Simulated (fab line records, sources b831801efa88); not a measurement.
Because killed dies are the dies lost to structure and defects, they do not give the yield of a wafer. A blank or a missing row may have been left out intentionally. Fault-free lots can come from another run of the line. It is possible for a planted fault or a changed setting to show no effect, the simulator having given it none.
Which of the tools did it? | flow sfqLine | 6 lots, 17 wafers sampled, at 2 steps of a route of 325

WHAT EACH GAUGE READ, for each wafer
SFQ_M7_RS_MEAS_943: measurement is done with a four-point probe.
lot  | measured     | on           | M7_NB_RS (ohm/sq)
L101 | day 69 02:26 | filmMetro-03 | 0.894 0.895 0.901
L106 | day 70 18:07 | filmMetro-04 | 0.880 0.882
L112 | day 73 00:41 | filmMetro-01 | 0.892 0.894 0.895
L114 | day 73 06:43 | filmMetro-01 | 0.884 0.881 0.885
L120 | day 75 07:32 | filmMetro-01 | 0.884 0.896 0.890
L122 | day 75 17:09 | filmMetro-01 | 0.885 0.883 0.882

TOOL THAT RAN EACH LOT (tool first, then ch and the chambers of the sampled wafers, then the start)
lot  | SFQ_TRILAYER_M7_DEP_SPUTTER_175
L101 | pvdSputter-06, day 69 02:21
L106 | pvdSputter-04, day 70 17:58
L112 | pvdSputter-03, day 73 00:36
L114 | pvdSputter-06, day 73 06:36
L120 | pvdSputter-06, day 75 07:26
L122 | pvdSputter-06, day 75 17:02
- SFQ_TRILAYER_M7_DEP_SPUTTER_175: material Nb, target thk 200 nm, time 133.3 s.

THE ANSWER, worked out from the rows above alone
Rule: what is usual is taken from the lots themselves. The widest of any qualifying gaps counts: lots, ordered by their means at a reading, are off when they make up no more than a third of the lots, leave a main group of 4 or more, and stand apart from it by 3 or more times the standard deviation of that group's means. A main group is skipped when, at the precision printed for the reading in the tables above, its means are all equal. Also off: a lot with no number at a reading for which 4 or more lots have one. Any other lot the step has rows for is counted as sound.
None of the lots is off at any reading shown; this tells nothing.

WHAT WAS PUT IN BY THE SIMULATOR
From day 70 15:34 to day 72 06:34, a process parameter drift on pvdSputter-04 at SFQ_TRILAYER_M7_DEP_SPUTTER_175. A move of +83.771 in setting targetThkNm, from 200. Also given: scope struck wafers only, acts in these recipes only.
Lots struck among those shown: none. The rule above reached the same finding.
